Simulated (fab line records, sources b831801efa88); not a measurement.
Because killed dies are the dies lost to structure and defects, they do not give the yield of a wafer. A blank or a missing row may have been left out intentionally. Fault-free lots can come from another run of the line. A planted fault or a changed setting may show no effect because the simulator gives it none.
Which tool was responsible? | flow gf180mcu | Sampling: 14 lots, 42 wafers, 4 of 602 route steps

== WHAT THE GAUGES SHOWED, per wafer ==
GF_STI_THK_MEAS_22. Usual: STI_OXIDATION_01_THK gives 15.01 nm (standard deviation 0.22).
lot  | measured    | on            | STI_OXIDATION_01_THK (nm) | flag
L932 | day 2 04:09 | film-metro-03 | 14.95 15.00 14.84         |
L933 | day 2 09:48 | film-metro-03 | 15.00 15.04 14.95         |
L935 | day 2 19:13 | film-metro-04 | 14.90 15.07 15.24         |
L939 | day 3 15:19 | film-metro-03 | 15.11 14.91 15.21         |
L941 | day 4 02:17 | film-metro-02 | 14.77 15.01 14.76         |
L942 | day 4 07:40 | film-metro-04 | 14.33 14.37 14.39         |
L943 | day 4 12:35 | film-metro-03 | 15.25 14.88 15.20         |
L944 | day 4 17:29 | film-metro-03 | 15.45 15.09 15.30         |
L945 | day 5 02:47 | film-metro-04 | 14.86 14.79 15.01         |
L946 | day 5 04:15 | film-metro-02 | 14.96 14.99 14.82         |
L947 | day 5 09:11 | film-metro-04 | 14.89 15.13 14.87         |
L949 | day 5 20:20 | film-metro-02 | 14.97 15.12 15.04         |
L953 | day 6 16:11 | film-metro-04 | 15.15 15.43 15.21         |
L954 | day 6 20:25 | film-metro-04 | 14.80 14.69 14.81         |

GF_NWELL_TW_MEAS_11. Usual: NWELL_TW gives 1573 (standard deviation 8.7).
lot  | measured    | on            | NWELL_TW       | flag
L932 | day 3 08:38 | film-metro-03 | 1580 1576 1580 |
L933 | day 3 13:38 | film-metro-01 | 1584 1587 1585 |
L935 | day 4 00:13 | film-metro-01 | 1580 1580 1576 |
L939 | day 4 21:20 | film-metro-01 | 1583 1585 1582 |
L941 | day 5 15:39 | film-metro-03 | 1574 1570 1582 |
L942 | day 5 16:01 | film-metro-02 | 1574 1576 1579 |
L943 | day 5 20:07 | film-metro-02 | 1573 1572 1574 |
L944 | day 6 00:50 | film-metro-02 | 1569 1566 1557 |
L945 | day 6 12:04 | film-metro-02 | 1556 1565 1558 |
L946 | day 6 12:36 | film-metro-03 | 1577 1586 1584 |
L947 | day 6 18:34 | film-metro-02 | 1568 1562 1567 |
L949 | day 7 06:04 | film-metro-02 | 1561 1561 1557 |
L953 | day 8 03:01 | film-metro-02 | 1576 1569 1570 |
L954 | day 8 09:08 | film-metro-01 | 1589 1581 1572 |

GF_MVSD_OVL_MEAS_07. Usual: MVSD_OVL gives 0.5 nm (standard deviation 1.2).
lot  | measured    | on         | MVSD_OVL (nm)     | flag
L932 | day 4 11:20 | overlay-02 | 1.4 0.2 1.1       |
L933 | day 4 16:28 | overlay-02 | 1.0 1.3 2.3       |
L935 | day 5 03:13 | overlay-01 | 0.1 0.2 0.6       |
L939 | day 6 01:52 | overlay-02 | 0.2 0.7 0.3       |
L941 | day 6 22:37 | overlay-02 | 0.7 3.2 2.1       |
L942 | day 6 22:39 | overlay-01 | -2.1 -0.6 -1.8    |
L943 | day 7 02:50 | overlay-01 | -1.6 -0.8 -2.2    |
L944 | day 7 06:20 | overlay-01 | -87.2 -86.2 -84.7 | OFF
L945 | day 7 19:23 | overlay-02 | -87.5 -86.6 -86.0 | OFF
L946 | day 7 20:19 | overlay-01 | -84.2 -86.2 -86.2 | OFF
L947 | day 8 02:19 | overlay-01 | -87.5 -85.9 -86.1 | OFF
L949 | day 8 14:55 | overlay-01 | 0.6 0.7 0.5       |
L953 | day 9 13:13 | overlay-02 | 1.7 1.2 0.9       |
L954 | day 9 19:28 | overlay-02 | 0.8 -0.3 0.6      |

== TOOL THAT RAN EACH LOT (tool first, then ch and the chambers of the sampled wafers, then the start) ==
lot  | GF_MVSD_EXPOSE_04
L932 | iline-stepper-02 ch 0, day 4 04:50
L933 | iline-stepper-01 ch 0, day 4 10:01
L935 | iline-stepper-01 ch 0, day 4 20:20
L939 | iline-stepper-01 ch 0, day 5 18:43
L941 | iline-stepper-01 ch 0, day 6 14:39
L942 | iline-stepper-01 ch 0, day 6 15:11
L943 | iline-stepper-01 ch 0, day 6 19:11
L944 | iline-stepper-01 ch 0, day 6 23:17
L945 | iline-stepper-01 ch 0, day 7 11:23
L946 | iline-stepper-01 ch 0, day 7 12:23
L947 | iline-stepper-01 ch 0, day 7 18:50
L949 | iline-stepper-02 ch 0, day 8 06:58
L953 | iline-stepper-02 ch 0, day 9 04:49
L954 | iline-stepper-02 ch 0, day 9 10:47
- GF_MVSD_EXPOSE_04: exposes mask MVSD, target cd 1000 nm.

== WHAT THE TOOLS THEMSELVES READ (means of the sampled wafers that have a number; where no wafer has one, the mark that the record gives instead) ==
The record holds no such reading with a usual standard deviation.

== THE ANSWER, worked out from the rows above alone ==
Rule: a lot is off if the mean of its wafers that have a number lies more than 3 standard deviations from the usual mean. A lot without any number at a reading at which 4 lots or more have one is off too. All remaining lots with rows at the step are treated as sound. After the gauges, taken in route order, come the tools' own readings; for these a lot's mean is taken, as printed above. At the first step where some lot is off, the reading lying furthest off is the one used; lots without a number count as furthest.
Off: L944, L945, L946, L947, seen at GF_MVSD_OVL_MEAS_07 (MVSD_OVL).
If a tool, at a process step before that reading, ran all the lots that are off and no sound lot after the first of them, it fits. The gauges at GF_MVSD_OVL_MEAS_07 are tried like those tools. One candidate fits, namely iline-stepper-01 at GF_MVSD_EXPOSE_04. Its last sound lot is L943 (day 6 19:11), its first lot that is off L944 (day 6 23:17): a fault that began between those two fits.

== WHAT THE SIMULATOR HAD INSERTED ==
Scanner matching overlay: iline-stepper-01, from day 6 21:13 on, at GF_MVSD_EXPOSE_04. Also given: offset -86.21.
Shown lots that were struck: L944, L945, L946, L947. This agrees with what the rule above found.
